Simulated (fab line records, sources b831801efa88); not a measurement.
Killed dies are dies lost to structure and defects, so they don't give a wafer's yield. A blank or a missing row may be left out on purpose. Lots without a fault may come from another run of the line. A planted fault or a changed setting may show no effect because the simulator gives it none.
fab line records | flow sky130
record lots=11 wafers=33 last_day=49
route steps=708 shown FIELD_ISO@16 NWELL@64 LI_CONTACT@376 CONTACT@420
lots that met no fault: from a run of the same line without faults
start_h: hours from the record's first day to the start of the lot's first wafer shown | wait_h: hours since the lot's step before | " the same as in the row above | L1.1+2: a row that stands for several wafers | - no value, or no start given | * or withheld: withheld | < > ~ a bound
route shown NAME@n: a module of which the file shows steps, and the number in the route of the first | usual: mean/standard deviation of fault-free wafers | same: alike in all rows | chamber/n: place in a boat | sites: the reading at each site | _std_site: their standard deviation | _edge_site: outer sites' mean less inner sites' | radius_mm: how far each site lies from the wafer's centre | mask NAME#n: copy n | behind: the tool/chamber that last shaped the wafer | hold: why the lot was held/for how many hours/how that ended | device: the transistor (n, p or np) that didn't switch | end of line: the same wafers' tests at the end of the route | a step without rows: its recipe alone | killed: dies lost to structure and defects at the first sort, not the wafer's yield | map: a wafer's dies, x killed, . not, _ none there
set.NAME: the setting as run; set.NAME@STEP: as run at that earlier step | model.NAME: the simulator's own value behind a step, which no gauge read
steps of the route over a sample of lots; a table a step, a row a wafer
services: from which hour (start_h, from the record's first day; less than 0 if before it) a tool's chamber was out of use, for how many hours, and why
## steps
# step SKY_FIELD_ISO_ETCH_15
# recipe chemistry=CHF3/O2 target_depth_nm=180 stop_on=Si source_w=600 bias_w=200 pressure_mtorr=40 chf3_flow_sccm=50 O2_flow_sccm=5 time_s=72
# usual bias_w=200.1/0.63 drypump_motor_current_A=6.0/0.47 oes_product_au=0.947/0.007 throttle_valve_pct=8.844/0.01
# columns lot.wafer tool chamber start_h wait_h bias_w drypump_motor_current_A oes_product_au rf_hours_counter_h throttle_valve_pct
L548.2 rie_diel-04 1 45.72 0.0 199.3 6.2 0.948 159 8.848
L548.3 " 0 " " 199.5 5.6 0.952 107 8.851
L548.5 " 2 " " 200.0 6.4 0.957 - 8.856
L549.1 rie_diel-01 1 49.91 0.0 200.6 6.7 0.938 60 8.858
L549.2 " 2 " " 200.6 6.4 0.943 130 8.842
L549.6 " 0 " " 200.5 6.0 0.949 - 8.842
L550.4 rie_diel-02 3 60.57 0.0 200.1 5.6 0.945 106 8.834
L550.5 " 2 " " 200.3 6.2 0.938 - 8.839
L550.6 " 1 " " 199.9 5.3 0.952 - 8.845
L551.3 rie_diel-04 3 61.70 0.0 199.8 5.3 0.948 170 8.854
L551.4 " 2 " " 200.4 6.3 0.935 126 8.845
L551.5 " 2 " " 201.0 6.3 0.940 - 8.831
L554.3 rie_diel-04 3 77.66 0.0 199.4 5.3 0.934 170 8.842
L554.4 " 1 " " 199.4 6.1 0.938 160 8.827
L554.5 " 1 " " 200.5 6.2 0.938 - 8.842
L555.1 rie_diel-02 3 81.69 0.0 199.3 5.6 0.944 107 8.841
L555.5 " 3 " " 199.3 5.6 0.944 - 8.857
L555.6 " 2 " " 199.9 6.2 0.942 - 8.847
L558.3 rie_diel-01 3 98.55 0.0 200.0 5.4 0.935 6 8.853
L558.4 " 0 " " 200.1 5.9 0.939 - 8.835
L558.5 " 2 " " 200.2 6.4 0.945 - 8.843
L559.2 rie_diel-02 0 101.75 0.0 199.1 6.0 0.956 150 8.840
L559.4 " 1 " " 199.9 5.3 0.952 115 8.846
L559.5 " 0 " " 200.0 6.0 0.949 - 8.842
L560.3 rie_diel-04 3 107.41 0.0 200.4 5.3 0.958 0 8.849
L560.4 " 1 " " 200.4 6.1 0.951 160 8.834
L560.6 " 0 " " 199.4 5.6 0.956 - 8.845
L561.2 rie_diel-01 0 112.12 0.0 200.4 6.0 0.958 25 8.831
L561.4 " 1 " " 200.4 6.7 0.953 61 8.844
L561.5 " 1 " " 199.6 6.7 0.944 - 8.836
L565.2 rie_diel-02 1 133.60 0.0 200.5 5.3 0.952 116 8.853
L565.3 " 0 " " 200.9 6.0 0.951 151 8.837
L565.6 " 2 " " 199.8 6.2 0.941 - 8.843
# step SKY_NWELL_IMPLANT_11
# recipe species=P energy_kev=400 dose_cm2=1.9e+13 tilt_deg=withheld
# usual beam_energy_keV=400.02/0.13 dose_ions_cm2=1.9002e+13/2e+10
# same implant_ion_amu=31
# columns lot.wafer tool chamber start_h wait_h beam_energy_keV dose_ions_cm2
L548.2 implanter-01 0 111.67 0.0 400.05 1.9022e+13
L548.3 " 0 " " 400.11 1.9003e+13
L548.5 " 0 " " 400.24 1.899e+13
L549.1 implanter-02 0 113.03 0.0 400.18 1.9024e+13
L549.2 " 0 " " 400.25 1.9019e+13
L549.6 " 0 " " 400.04 1.9008e+13
L550.4 implanter-04 0 119.01 0.1 400.12 1.9036e+13
L550.5 " 0 " " 399.98 1.9002e+13
L550.6 " 0 " " 400.08 1.9027e+13
L551.3 implanter-02 0 123.89 0.1 400.09 1.8996e+13
L551.4 " 0 " " 400.11 1.897e+13
L551.5 " 0 " " 400.09 1.8984e+13
L554.3 implanter-04 0 138.78 0.1 400.03 1.898e+13
L554.4 " 0 " " 400.09 1.9001e+13
L554.5 " 0 " " 400.07 1.9008e+13
L555.1 implanter-04 0 145.28 0.0 400.19 1.901e+13
L555.5 " 0 " " 400.04 1.8971e+13
L555.6 " 0 " " 400.11 1.9014e+13
L558.3 implanter-04 0 161.19 0.1 400.11 1.8989e+13
L558.4 " 0 " " 400.04 1.8978e+13
L558.5 " 0 " " 399.87 1.8983e+13
L559.2 implanter-02 0 164.62 0.0 468.87 1.8988e+13
L559.4 " 0 " " 468.95 1.9033e+13
L559.5 " 0 " " 468.84 1.9017e+13
L560.3 implanter-04 0 171.39 0.1 399.85 1.8996e+13
L560.4 " 0 " " 400.00 1.8948e+13
L560.6 " 0 " " 399.77 1.8981e+13
L561.2 implanter-02 0 176.71 0.0 468.68 1.8998e+13
L561.4 " 0 " " 468.74 1.9003e+13
L561.5 " 0 " " 468.89 1.9026e+13
L565.2 implanter-01 0 209.65 0.0 400.00 1.9041e+13
L565.3 " 0 " " 400.02 1.8997e+13
L565.6 " 0 " " 399.87 1.9007e+13
# step SKY_NWELL_RS_MEAS_29
# recipe thk_meas_gauge=four-point-probe
# usual NWELL_RS=625.0/1.5
# columns lot.wafer tool chamber start_h wait_h NWELL_RS[ohm/sq]
L548.2 film_metro-02 - 130.67 0.1 626.3
L548.3 " - " " 625.9
L548.5 " - " " 626.8
L549.1 film_metro-03 - 132.84 0.1 623.9
L549.2 " - " " 623.5
L549.6 " - " " 622.5
L550.4 film_metro-03 - 138.90 0.1 624.1
L550.5 " - " " 625.1
L550.6 " - " " 625.0
L551.3 film_metro-03 - 144.03 0.1 625.4
L551.4 " - " " 625.8
L551.5 " - " " 627.0
L554.3 film_metro-03 - 158.43 0.1 627.2
L554.4 " - " " 625.5
L554.5 " - " " 626.2
L555.1 film_metro-02 - 163.90 0.1 625.7
L555.5 " - " " 624.3
L555.6 " - " " 625.5
L558.3 film_metro-01 - 180.74 0.1 625.9
L558.4 " - " " 625.2
L558.5 " - " " 623.5
L559.2 film_metro-03 - 185.69 0.1 604.2
L559.4 " - " " 603.9
L559.5 " - " " 603.7
L560.3 film_metro-01 - 192.79 0.1 626.0
L560.4 " - " " 628.7
L560.6 " - " " 627.1
L561.2 film_metro-01 - 198.48 0.1 604.4
L561.4 " - " " 604.6
L561.5 " - " " 604.0
L565.2 film_metro-03 - 232.76 0.1 625.5
L565.3 " - " " 620.7
L565.6 " - " " 623.9
# step SKY_LI_CONTACT_ETCH_14
# recipe chemistry=N2/H2 target=BARC ion_energy_ev=200 source_w=500 bias_w=100 pressure_mtorr=30 n2_flow_sccm=100 h2_flow_sccm=200 stop_on=SiO2 time_s=45.9 target_depth_a=600
# usual bias_w=100.0/0.32 drypump_motor_current_A=5.9/0.45 oes_product_au=0.854/0.0047 throttle_valve_pct=13.224/0.0088
# columns lot.wafer tool chamber start_h wait_h bias_w drypump_motor_current_A oes_product_au rf_hours_counter_h throttle_valve_pct
L549.1 rie_diel-03 2 717.95 0.0 99.9 6.6 0.854 11 13.234
L549.2 " 3 " " 100.0 5.7 0.850 36 13.207
L549.6 " 2 " " 99.8 6.6 0.851 - 13.213
L548.2 rie_diel-04 0 718.07 0.0 100.1 5.6 0.855 7 13.209
L548.3 " 3 " " 100.3 5.3 0.848 14 13.225
L548.5 " 3 " " 100.5 5.3 0.855 - 13.227
L550.4 rie_diel-03 3 719.31 0.0 100.1 5.7 0.850 36 13.221
L550.5 " 3 " " 100.0 5.7 0.849 - 13.229
L550.6 " 2 " " 99.7 6.6 0.857 - 13.220
L551.3 rie_diel-03 3 727.95 0.0 100.1 5.6 0.839 36 13.230
L551.4 " 1 " " 100.0 5.9 0.851 36 13.236
L551.5 " 3 " " 100.2 5.6 0.853 - 13.212
L554.3 rie_diel-04 2 751.40 0.0 100.5 6.4 0.854 10 13.236
L554.4 " 1 " " 100.2 6.1 0.847 13 13.221
L554.5 " 3 " " 99.4 5.3 0.853 - 13.224
L555.1 rie_diel-01 2 755.11 0.0 100.0 6.5 0.855 8 13.227
L555.5 " 0 " " 99.9 6.0 0.856 - 13.226
L555.6 " 3 " " 100.5 5.4 0.858 - 13.208
L558.3 rie_diel-03 2 793.61 0.0 99.8 6.6 0.857 13 13.233
L558.4 " 3 " " 100.0 5.7 0.849 - 13.231
L558.5 " 0 " " 99.4 6.0 0.854 - 13.236
L559.2 rie_diel-03 3 795.41 0.0 100.3 5.7 0.862 38 13.220
L559.4 " 3 " " 100.2 5.7 0.857 - 13.212
L559.5 " 2 " " 100.1 6.6 0.858 - 13.218
L560.3 rie_diel-01 1 796.76 0.0 100.4 6.8 0.852 3 13.231
L560.4 " 2 " " 100.0 6.5 0.851 - 13.224
L560.6 " 3 " " 100.8 5.5 0.850 - 13.234
L561.2 rie_diel-03 0 802.51 0.0 99.4 5.9 0.854 10 13.225
L561.4 " 0 " " 100.1 6.0 0.854 - 13.218
L561.5 " 3 " " 100.4 5.7 0.856 - 13.223
L565.2 rie_diel-03 3 837.31 0.0 99.6 5.7 0.849 0 13.233
L565.3 " 1 " " 100.2 5.9 0.848 1 13.228
L565.6 " 1 " " 100.6 5.9 0.859 - 13.219
# step SKY_CONTACT_CD_MEAS_14
# recipe target_cd_nm=170
# usual cd_nm=169.5/1.6
# columns lot.wafer tool chamber start_h wait_h cd_nm
L549.1 cd_sem-01 - 775.63 - 173.1
L549.2 " - " " 172.9
L549.6 " - " " 174.0
L548.2 cd_sem-02 - 775.91 - 170.4
L548.3 " - " " 170.3
L548.5 " - " " 168.5
L550.4 cd_sem-01 - 776.34 - 170.6
L550.5 " - " " 169.8
L550.6 " - " " 169.6
L551.3 cd_sem-02 - 784.24 - 167.5
L551.4 " - " " 168.7
L551.5 " - " " 167.5
L554.3 cd_sem-01 - 807.22 - 168.0
L554.4 " - " " 168.2
L554.5 " - " " 167.1
L555.1 cd_sem-01 - 811.54 - 170.3
L555.5 " - " " 170.5
L555.6 " - " " 170.5
L558.3 cd_sem-02 - 848.77 - 169.5
L558.4 " - " " 170.1
L558.5 " - " " 169.1
L559.2 cd_sem-02 - 850.60 - 170.6
L559.4 " - " " 170.6
L559.5 " - " " 172.0
L560.3 cd_sem-02 - 852.73 - 168.0
L560.4 " - " " 166.3
L560.6 " - " " 167.1
L561.2 cd_sem-02 - 857.57 - 168.9
L561.4 " - " " 168.8
L561.5 " - " " 171.3
L565.2 cd_sem-01 - 893.32 - 169.1
L565.3 " - " " 167.4
L565.6 " - " " 168.2
## services
# columns tool chamber start_h hours kind
rie_diel-04 - 41.77 0.6 repair
rie_diel-04 - 109.06 0.6 repair
rie_diel-04 - 114.06 0.5 repair
rie_diel-03 - 174.57 2.8 pm
rie_diel-03 2 178.23 19.7 repair
rie_diel-04 1 221.20 9.4 repair
rie_diel-04 0 222.84 23.2 repair
rie_diel-04 2 239.68 11.0 repair
rie_diel-04 3 337.64 12.1 repair
rie_diel-04 - 364.61 0.7 repair
rie_diel-04 1 372.71 3.6 repair
rie_diel-04 - 379.05 0.1 repair
rie_diel-03 3 448.04 4.5 repair
rie_diel-03 - 448.54 0.6 repair
rie_diel-04 0 461.78 2.0 repair
rie_diel-03 - 475.07 1.2 repair
rie_diel-03 1 515.04 1.9 repair
rie_diel-03 2 518.88 3.2 repair
rie_diel-03 0 542.79 3.9 repair
rie_diel-04 3 554.03 4.0 repair
rie_diel-03 - 568.95 14.6 pm
rie_diel-03 0 585.55 9.6 repair
rie_diel-03 1 609.83 4.4 repair
rie_diel-03 1 645.73 4.5 repair
## key
first_sign step=SKY_NWELL_IMPLANT_11 reading=beam_energy_keV direction=up sigmas=99+ usual=* struck=*
effect step=SKY_NWELL_RS_MEAS_29 reading=NWELL_RS direction=down sigmas=14 usual=625.0 struck=604.2
met_at SKY_NWELL_IMPLANT_11
struck_lots L559,L561
tester_left_out L559,L561
not_acting_at SKY_FIELD_ISO_ETCH_15,SKY_LI_CONTACT_ETCH_14,SKY_CONTACT_CD_MEAS_14
onset_between 123.89 164.62
fault kind=process_parameter_drift tool=implanter-02 chamber=- onset_h=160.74 steps=SKY_NWELL_IMPLANT_11 channel=energy_kev offset=* shape=step end_h=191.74 acts_in=* stated=*
# tester_left_out: of these lots the tester's yield and bins aren't shown, on N5 and GAA mostly nor the transistor test; their killed dies are dies lost to structure and defects alone, not to doping, threshold or leakage, so they don't give the yield
